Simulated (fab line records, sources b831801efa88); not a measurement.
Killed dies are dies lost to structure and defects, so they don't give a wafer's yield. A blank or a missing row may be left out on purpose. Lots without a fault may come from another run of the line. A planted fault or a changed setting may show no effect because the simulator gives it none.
Chamber matching | flow gf180mcu | GF_V2_CMP_04 on cmp-02: 4 sister chambers
The step polishes SiO2. 30 wafers are shown with their chamber, then 12 later ones without.

WAFERS WITH THEIR CHAMBER
wafer  | chamber | motor_current_A (A) | time_to_endpoint_s (s) | slurry_filter_dp_kPa (kPa)
L074.3 | 1       | 12.3                | 73                     | 13.35
L074.4 | 0       | 12.4                | 80                     | 13.76
L074.5 | 2       | 10.8                | 76                     | 13.53
L075.2 | 1       | 11.8                | 80                     | 13.32
L075.3 | 3       | 12.6                | 77                     | 13.48
L075.6 | 2       | 10.6                | 82                     | 13.28
L077.2 | 2       | 10.7                | 78                     | 13.41
L077.3 | 3       | 12.5                | 81                     | 13.67
L077.4 | 0       | 12.1                | 85                     | 13.52
L078.1 | 2       | 10.7                | 77                     | 13.69
L078.4 | 3       | 12.0                | 80                     | 13.60
L078.5 | 1       | 12.8                | 83                     | 13.47
L080.1 | 2       | 10.5                | 71                     | 13.40
L080.2 | 1       | 13.0                | 74                     | 13.50
L080.3 | 3       | 12.6                | 78                     | 13.46
L081.1 | 3       | 12.6                | 74                     | 13.40
L081.2 | 1       | 12.8                | 72                     | 13.62
L081.6 | 1       | 13.0                | 79                     | 13.37
L083.1 | 2       | 11.7                | 79                     | 13.51
L083.2 | 0       | 12.8                | 76                     | 13.38
L083.3 | 3       | 12.2                | 81                     | 13.63
L086.1 | 2       | 10.4                | 76                     | 13.63
L086.4 | 0       | 12.0                | 86                     | 13.46
L086.5 | 0       | 11.9                | 84                     | 13.34
L087.3 | 2       | 10.9                | 78                     | 13.57
L087.4 | 1       | 12.8                | 84                     | 13.56
L087.6 | 0       | 12.3                | 83                     | 13.56
L090.1 | 3       | 12.9                | 91                     | 13.30
L090.4 | 2       | 11.0                | 85                     | 13.40
L090.5 | 3       | 12.8                | 94                     | 13.59

SIGNATURES (means of the wafers above)
reading              | chamber 0 | chamber 1 | chamber 2 | chamber 3 | scatter within a chamber
motor_current_A      | 12.250    | 12.643    | 10.811    | 12.525    | 0.366
time_to_endpoint_s   | 82.33     | 77.86     | 78.00     | 82.00     | 5.08
slurry_filter_dp_kPa | 13.5033   | 13.4557   | 13.4911   | 13.5162   | 0.13
Rule: a wafer's distance from a chamber is the root of the sum, over the readings, of the square of ((its reading less the chamber's mean) divided by the reading's scatter). The wafer belongs to the nearest chamber; if the next one is less than 2 further off, it can't be placed. The scatter: the root of (the sum of the squares of (reading less its chamber's mean) over the shown wafers, divided by (wafers less chambers)).

WAFERS WITHOUT THEIR CHAMBER
wafer  | motor_current_A (A) | time_to_endpoint_s (s) | slurry_filter_dp_kPa (kPa)
L091.2 | 12.1                | 84                     | 13.79
L091.5 | 12.5                | 89                     | 13.46
L091.6 | 10.6                | 84                     | 13.37
L094.1 | 11.7                | 81                     | 13.43
L094.2 | 12.0                | 77                     | 13.47
L094.5 | 11.2                | 83                     | 13.64
L096.2 | 12.6                | 89                     | 13.36
L096.3 | 10.7                | 83                     | 13.68
L096.6 | 12.2                | 89                     | 13.58
L097.1 | 10.8                | 77                     | 13.63
L097.2 | 12.0                | 82                     | 13.31
L097.5 | 11.5                | 86                     | 13.49

WHICH CHAMBER EACH WENT THROUGH
wafer  | from the rows above               | in truth
L091.2 | can't be placed: 0 or 3 or 1      | 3
L091.5 | can't be placed: 3 or 0 or 1      | 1
L091.6 | 2                                 | 2
L094.1 | can't be placed: 0 or 3 or 2 or 1 | 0
L094.2 | can't be placed: 0 or 1 or 3 or 2 | 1
L094.5 | can't be placed: 2 or 0 or 3      | 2
L096.2 | can't be placed: 3 or 0 or 1      | 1
L096.3 | 2                                 | 2
L096.6 | can't be placed: 0 or 3 or 1      | 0
L097.1 | 2                                 | 2
L097.2 | can't be placed: 0 or 3 or 1 or 2 | 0
L097.5 | can't be placed: 0 or 2 or 3 or 1 | 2
Placed correctly: 3 of 12. Can't be placed from these rows: 9 (the true chamber is among the candidates in 9). Placed wrongly: 0.
